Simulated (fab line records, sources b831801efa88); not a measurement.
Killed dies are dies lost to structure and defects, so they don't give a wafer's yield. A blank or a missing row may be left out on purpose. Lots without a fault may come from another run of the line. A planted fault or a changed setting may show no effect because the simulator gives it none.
Problem report in the 8D (eight disciplines) form, filled by code | flow gf180mcu | the parts of the form that need people (team, actions taken, sign-off) are left out

1. THE PROBLEM
DNWELL_TW at GF_DNWELL_TW_MEAS_09 reads a mean of 930 on 6 wafers of 2 lots; wafers without a fault read 1357 with a standard deviation of 11. That is -39 standard deviations from the usual mean.
First seen on wafer L751.2, day 5 20:42, on film_metro-01. The record holds 39 wafers of 13 lots with a number at this step. Rule for "out", or "out of limits": more than 4 standard deviations from the usual mean. The other wafers with a number count as sound.

2. WHAT IT IS AND WHAT IT IS NOT
question                    | is                           | is not
which readings at this step | DNWELL_TW                    | -
which lots                  | L751, L753                   | L738, L739, L740, L741, L742, L744, L745, L746, L750, L757, L758
which wafers of those lots  | all that have a number       | -
read on which gauges        | film_metro-01, film_metro-02 | film_metro-04
when                        | from day 5 20:42             | up to then (27 sound wafers); but 6 sound wafers of L757, L758 came after

3. SUSPECTS, AND WHAT RULES EACH OUT
Counting: a tool at a process step up to the reading stays a suspect if it ran every lot that is out and no sound lot after the first of them.
- the gauge at GF_DNWELL_TW_MEAS_09: ruled out. The wafers that are out were read on 2 gauges (film_metro-01, film_metro-02).
- cmp-02 at GF_STI_CMP_25 (polishes, stops on Si3N4, t overpolish 33 s, target thk 524.6 nm): kept. It ran every lot that is out, first L751 (day 5 02:32), and no sound lot after that; its last sound lot up to then is L746 (day 3 21:20).
- implanter-03 at GF_DNWELL_IMPLANT_07: kept. It ran every lot that is out, first L751 (day 5 20:28), and no sound lot after that; its last sound lot up to then is L745 (day 4 09:14). Its own readings are out on those wafers: dose_ions_cm2, faraday_current_uA.
Left after counting: cmp-02 at GF_STI_CMP_25, implanter-03 at GF_DNWELL_IMPLANT_07.

4. THE CAUSE (what the simulator had put in)
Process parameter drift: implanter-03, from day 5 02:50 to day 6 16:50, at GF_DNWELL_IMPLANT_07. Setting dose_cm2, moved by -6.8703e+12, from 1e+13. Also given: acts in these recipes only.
Counting left 2 suspects, and this tool is among them.

5. THE CHAIN OF EFFECTS, in route order
Each row: a reading whose mean over the struck wafers that have a number lies more than 3 standard deviations from the usual. Only readings for which the record gives a usual standard deviation are gone through. hours: the time from each lot's start at the first step in this table that gives one to its start at this step, as a median over the lots. sigmas: the change in usual standard deviations.
hours | step                 | reading            | usual | on struck wafers | change | sigmas
0     | GF_DNWELL_IMPLANT_07 | dose_ions_cm2      | 1e+13 | 3e+12            | -7e+12 | -99 or more
0     | GF_DNWELL_IMPLANT_07 | faraday_current_uA | 56.4  | 17.8             | -38.6  | -35
0     | GF_DNWELL_TW_MEAS_09 | DNWELL_TW          | 1357  | 930              | -426   | -39
The process steps in it:
- GF_DNWELL_IMPLANT_07
Later measuring or inspecting steps at which every struck wafer that the step has a row for has a number for every such reading, and none has moved that far: GF_VT_IMPLANT_OVL_MEAS_18.

6. WHAT WOULD HAVE CAUGHT IT SOONER
In this record the first reading out of limits at a measuring or inspecting step was taken at day 5 20:42, 18 hours after the fault began at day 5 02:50.
The tool's own readings at GF_DNWELL_IMPLANT_07 were out on every struck wafer that the step has a row for (dose_ions_cm2, faraday_current_uA): an alarm limit on them would have fired on the first of those.
Of the lots that are out (2), L753 began GF_DNWELL_IMPLANT_07 on implanter-03 after day 5 20:42. A hold on the tool at that time would have spared it.
